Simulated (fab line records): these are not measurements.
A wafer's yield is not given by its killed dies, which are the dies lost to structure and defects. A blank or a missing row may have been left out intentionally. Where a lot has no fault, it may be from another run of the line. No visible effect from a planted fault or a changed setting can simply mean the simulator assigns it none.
A lot that was struck, set against a sound lot + flow sky130 + 14 out of 708 route steps
Sound: these wafers, L493.1, L493.2, L493.3. Struck: wafers L486.2, L486.5, L486.6. At the end, the cause is stated.
Per side, at each step with rows, come the tool, then ch with its chambers, and then its first start. Under that, the readings that differ: sound wafers + struck wafers + difference of the means + sigmas: that difference in standard deviations of wafers without a fault.
alike: readings whose means differ by less than 2 such deviations, and words and numbers that are the same on both sides. not compared: withheld readings, readings that some wafer has no value for, bounds like >300 that may hide the same value, and numbers for which the record gives no deviation and whose values overlap.
A row with sigmas, a row that says differs or no value, or rows on one side alone: a step with any of these is where the two part. Numbers that have no deviation but don't overlap get no sigmas and don't part them. A reading that every wafer of one side lacks parts them only if that side has two wafers or more.

first, 2 steps without rows for these wafers: SKY_POLY_CUT_PEB_06; SKY_POLY_CUT_DEVELOP_07 (develop time 60 s).
SKY_POLY_CUT_CD_MEAS_08: the cd target is 270 nm.
  sound on cd_sem-02, day 30 04:40; struck on cd_sem-02, day 28 10:02
  alike: cd_nm
SKY_POLY_CUT_OVL_MEAS_09:
  sound on overlay-02, day 30 04:47; struck on overlay-01, day 28 10:09
  alike: POLY_CUT_OVL
SKY_POLY_CUT_ETCH_10: etches BARC in N2/H2, stops on SiO2, time 45.9 s, target depth 60 nm.
  sound on rie_diel-01 ch 0,1,3, day 30 04:50; struck on rie_diel-04 ch 0,3, day 28 10:11
  alike: drypump_motor_current_A, oes_product_au, throttle_valve_pct
  not compared: rf_hours_counter_h
SKY_POLY_CUT_ETCH_11: etches Si3N4 in CF4/CH2F2/Ar, stops on poly-Si, time 42.5 s, target depth 60 nm.
  sound on rie_diel-01 ch 0,1,3, day 30 04:52; struck on rie_diel-04 ch 0,3, day 28 10:13
  alike: cf4_flow_sccm, drypump_motor_current_A, oes_product_au, throttle_valve_pct
  not compared: rf_hours_counter_h
SKY_POLY_CUT_STRIP_12: strips in O2/N2.
  sound on plasma_asher-04 ch 0,1, day 30 04:55; struck on plasma_asher-01 ch 0,1, day 28 10:16
  alike: drypump_motor_current_A, oes_product_au, strip_time_to_endpoint_s
  not compared: rf_hours_counter_h
then, 5 steps without rows for these wafers: SKY_SD_P_DEHYDRATE_00 (time 60 s); SKY_SD_P_HMDS_01 (prime time 60 s); SKY_SD_P_COAT_02 (resist thk 1140 nm); SKY_SD_P_SOFTBAKE_03 (time 60 s); SKY_SD_P_EXPOSE_04 (exposes mask PSDM, target cd 380 nm).
SKY_SD_P_PEB_05:
  sound on litho_track-01 ch 0, day 31 08:10; struck on litho_track-03, day 29 14:21
| reading         | sound          | struck | difference                    | sigmas |
|-----------------|----------------|--------|-------------------------------|--------|
| exhaust_pa (Pa) | 45.1 45.2 46.1 | - - -  | no value on the struck wafers |        |
  not compared: chill_plate_temp_C
then, 1 step without rows for these wafers: SKY_SD_P_DEVELOP_06 (develop time 60 s).

WHERE THEY PART
Only at SKY_SD_P_PEB_05, within this record.

WHY: the cause the simulator had injected
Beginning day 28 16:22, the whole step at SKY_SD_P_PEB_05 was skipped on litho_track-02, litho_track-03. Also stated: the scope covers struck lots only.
